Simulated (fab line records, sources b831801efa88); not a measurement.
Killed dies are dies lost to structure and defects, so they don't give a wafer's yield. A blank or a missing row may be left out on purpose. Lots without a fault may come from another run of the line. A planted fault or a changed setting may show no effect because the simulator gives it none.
A struck lot beside a sound one | flow gf180mcu | 43 steps out of a route of 602
Sound: wafers L229.1, L229.2, L229.3. Struck: wafers L238.1, L238.5, L238.6. The cause comes at the end.
At each step with rows: each side's tool, then ch and its chambers, then its first start. Under that, the readings that differ: sound wafers | struck wafers | difference of the means | sigmas: that difference in standard deviations of wafers without a fault.
alike: readings whose means differ by less than 2 such deviations, and words and numbers that are the same on both sides. not compared: withheld readings, readings that some wafer has no value for, bounds like >300 that may hide the same value, and numbers for which the record gives no deviation and whose values overlap.
The two part at a step that has a row with sigmas, a row that says differs or no value, or rows on one side only. Numbers that don't overlap but have no deviation are shown without sigmas and don't part them. A reading that every wafer of one side lacks parts them only if that side has two wafers or more.

GF_HV_LDD_STRIP_37: strips in O2/N2.
  sound on plasma_asher-02 ch 0,1, day 14 16:08; struck on plasma_asher-04 ch 0,1, day 17 07:38
  alike: drypump_motor_current_A, heater_power_w, oes_product_au, strip_time_to_endpoint_s
  not compared: rf_hours_counter_h
GF_HV_LDD_TW_MEAS_38:
  sound on film_metro-04, day 14 16:14; struck on film_metro-04, day 17 07:44
  alike: HV_LDD_3_TW
then, 7 steps without rows for these wafers: GF_HV_LDD_DEHYDRATE_39 (time 60 s); GF_HV_LDD_HMDS_40 (prime time 60 s); GF_HV_LDD_COAT_41 (resist thk 1000 nm); GF_HV_LDD_SOFTBAKE_42 (time 60 s); GF_HV_LDD_EXPOSE_43 (exposes mask Pplus HV AREA, target cd 400 nm); GF_HV_LDD_PEB_44; GF_HV_LDD_DEVELOP_45 (develop time 60 s).
GF_HV_LDD_CD_MEAS_46: target cd 400 nm.
  sound on cd_sem-01, day 15 13:56; struck on cd_sem-01, day 18 07:34
  alike: cd_nm
GF_HV_LDD_OVL_MEAS_47:
  sound on overlay-01, day 15 14:03; struck on overlay-01, day 18 07:41
  alike: HV_LDD_03_OVL
then, 1 step without rows for these wafers: GF_HV_LDD_IMPLANT_48.
GF_HV_LDD_STRIP_49: strips in O2/N2.
  sound on plasma_asher-04 ch 0,1, day 15 14:14; struck on plasma_asher-01 ch 0,1, day 18 07:52
  alike: drypump_motor_current_A, heater_power_w, oes_product_au, strip_time_to_endpoint_s
  not compared: rf_hours_counter_h
GF_HV_LDD_TW_MEAS_50:
  sound on film_metro-04, day 15 14:20; struck on film_metro-01, day 18 07:58
  alike: HV_LDD_4_TW
then, 1 step without rows for these wafers: GF_HV_LDD_CLEAN_51 (cleans in SC1/SC2, time 150 s).
GF_HV_LDD_RTA_52: time 10 s.
  sound on rtp_anneal-02 ch 0, day 15 14:27; struck on rtp_anneal-02 ch 0, day 18 08:05
  alike: lamp_power_pct, wafer_temp_C_max
GF_HV_LDD_RS_MEAS_53: measures by four-point-probe.
  sound on film_metro-03, day 15 14:31; struck on film_metro-04, day 18 08:09
  alike: HV_LDD_RS
then, 1 step without rows for these wafers: GF_HV_LDD_CVD_54 (deposits SiO2 from TEOS, target thk 10 nm, time 75 s).
GF_HV_LDD_THK_MEAS_55:
  sound on film_metro-03, day 15 15:40; struck on film_metro-04, day 18 09:17
  alike: HV_LDD_CVD_54_THK
then, 1 step without rows for these wafers: GF_HV_LDD_CVD_56 (deposits Si3N4 from DCS/NH3, target thk 90 nm, time 1543 s).
GF_HV_LDD_THK_MEAS_57:
  sound on film_metro-01, day 15 17:09; struck on film_metro-01, day 18 10:47
  reading                | sound          | struck         | difference | sigmas
  HV_LDD_CVD_56_THK (nm) | 90.8 91.0 90.2 | 88.5 88.4 88.9 | -2.1       | -2
GF_HV_LDD_ETCHBACK_58: etches Si3N4 in CH3F/O2, stops on SiO2, time 100 s, target depth 90 nm.
  sound on rie_diel-03 ch 0,1,3, day 15 17:13; struck on rie_diel-04 ch 1,2, day 18 10:50
  alike: drypump_motor_current_A, oes_product_au, throttle_valve_pct
  not compared: rf_hours_counter_h
then, 7 steps without rows for these wafers: GF_NSD_DEHYDRATE_00 (time 60 s); GF_NSD_HMDS_01 (prime time 60 s); GF_NSD_COAT_02 (resist thk 1000 nm); GF_NSD_SOFTBAKE_03 (time 60 s); GF_NSD_EXPOSE_04 (exposes mask Nplus, target cd 400 nm); GF_NSD_PEB_05; GF_NSD_DEVELOP_06 (develop time 60 s).
GF_NSD_CD_MEAS_07: target cd 400 nm.
  sound on cd_sem-02, day 16 15:26; struck on cd_sem-02, day 19 11:20
  alike: cd_nm
GF_NSD_OVL_MEAS_08:
  sound on overlay-01, day 16 15:33; struck on overlay-02, day 19 11:27
  alike: NSD_OVL
then, 2 steps without rows for these wafers: GF_NSD_IMPLANT_09; GF_NSD_IMPLANT_10.
GF_NSD_STRIP_11: strips in O2/N2.
  sound on plasma_asher-04 ch 0,1, day 16 15:53; struck on plasma_asher-03 ch 0,1, day 19 11:51
  reading                     | sound       | struck      | difference | sigmas
  drypump_motor_current_A (A) | 4.9 5.4 4.9 | 6.4 6.4 6.3 | +1.3       | +2
  alike: heater_power_w, oes_product_au, strip_time_to_endpoint_s
  not compared: rf_hours_counter_h
GF_NSD_TW_MEAS_12:
  sound on film_metro-04, day 16 15:59; struck on film_metro-02, day 19 11:57
  alike: NSD_TW
then, 7 steps without rows for these wafers: GF_PSD_DEHYDRATE_00 (time 60 s); GF_PSD_HMDS_01 (prime time 60 s); GF_PSD_COAT_02 (resist thk 1000 nm); GF_PSD_SOFTBAKE_03 (time 60 s); GF_PSD_EXPOSE_04 (exposes mask Pplus, target cd 400 nm); GF_PSD_PEB_05; GF_PSD_DEVELOP_06 (develop time 60 s).
-- the record jumps here: 15 days lie between the struck wafers' starts before and after (it left off in module PSD and takes up again in module PASSIVATION, whose first step shown is number 602 of the route) --
GF_PASSIVATION_PROBE_99:
  the record has rows for the struck wafers here (prober-02, day 34 01:57) and none for the sound ones

WHERE THEY PART
First at GF_HV_LDD_THK_MEAS_57; last, within this record, at GF_PASSIVATION_PROBE_99.

WHY: what the simulator had put in
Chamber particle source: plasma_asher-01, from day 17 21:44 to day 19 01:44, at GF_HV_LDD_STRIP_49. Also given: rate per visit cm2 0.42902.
